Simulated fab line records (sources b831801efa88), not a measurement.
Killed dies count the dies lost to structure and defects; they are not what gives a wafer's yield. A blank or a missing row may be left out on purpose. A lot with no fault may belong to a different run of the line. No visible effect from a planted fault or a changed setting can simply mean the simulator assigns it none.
Matching of chambers || flow gf180mcu || GF_PASSIVATION_CVD_02 on pecvd-02: 3 sister chambers
The step deposits Si3N4, target thk 700 nm, time 486.18 s. 6 wafers are shown with their chamber, then 7 later ones without.

## WAFERS WITH THEIR CHAMBER
{"wafer": "L480.4", "chamber": 0, "heater power w (W)": 650}
{"wafer": "L483.1", "chamber": 1, "heater power w (W)": 727}
{"wafer": "L483.3", "chamber": 2, "heater power w (W)": 666}
{"wafer": "L483.6", "chamber": 2, "heater power w (W)": 710}
{"wafer": "L488.1", "chamber": 1, "heater power w (W)": 758}
{"wafer": "L488.4", "chamber": 0, "heater power w (W)": 734}

## WAFERS WITHOUT THEIR CHAMBER
{"wafer": "L488.6", "heater power w (W)": 600}
{"wafer": "L496.1", "heater power w (W)": 661}
{"wafer": "L496.2", "heater power w (W)": 741}
{"wafer": "L496.6", "heater power w (W)": 603}
{"wafer": "L497.1", "heater power w (W)": 808}
{"wafer": "L497.3", "heater power w (W)": 687}
{"wafer": "L497.6", "heater power w (W)": 654}

## WHICH CHAMBER EACH ONE RAN IN
{"wafer": "L488.6", "from the rows above": "can't be placed: 2 or 0 or 1", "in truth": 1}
{"wafer": "L496.1", "from the rows above": "can't be placed: 2 or 0 or 1", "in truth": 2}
{"wafer": "L496.2", "from the rows above": "can't be placed: 1 or 0 or 2", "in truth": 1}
{"wafer": "L496.6", "from the rows above": "can't be placed: 2 or 0 or 1", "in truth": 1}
{"wafer": "L497.1", "from the rows above": "can't be placed: 1 or 0 or 2", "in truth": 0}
{"wafer": "L497.3", "from the rows above": "can't be placed: 2 or 0 or 1", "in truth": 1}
{"wafer": "L497.6", "from the rows above": "can't be placed: 2 or 0 or 1", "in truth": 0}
Correct placement for 0 of the 7. Unplaceable from these rows: 7, with the true chamber sitting among the candidates in 7. Number placed wrongly: 0.
How it was worked out, from the rows above alone: a wafer's distance from a chamber is the root of the sum, over the readings, of the square of ((its reading less the chamber's mean) divided by the reading's scatter). The wafer belongs to the nearest chamber; if the next one is less than 2 further off, it can't be placed. A chamber's mean is the mean of its shown wafers. The scatter is the square root of a quotient: the sum, over the shown wafers, of each reading's squared deviation from its chamber's mean, divided by wafers minus chambers.
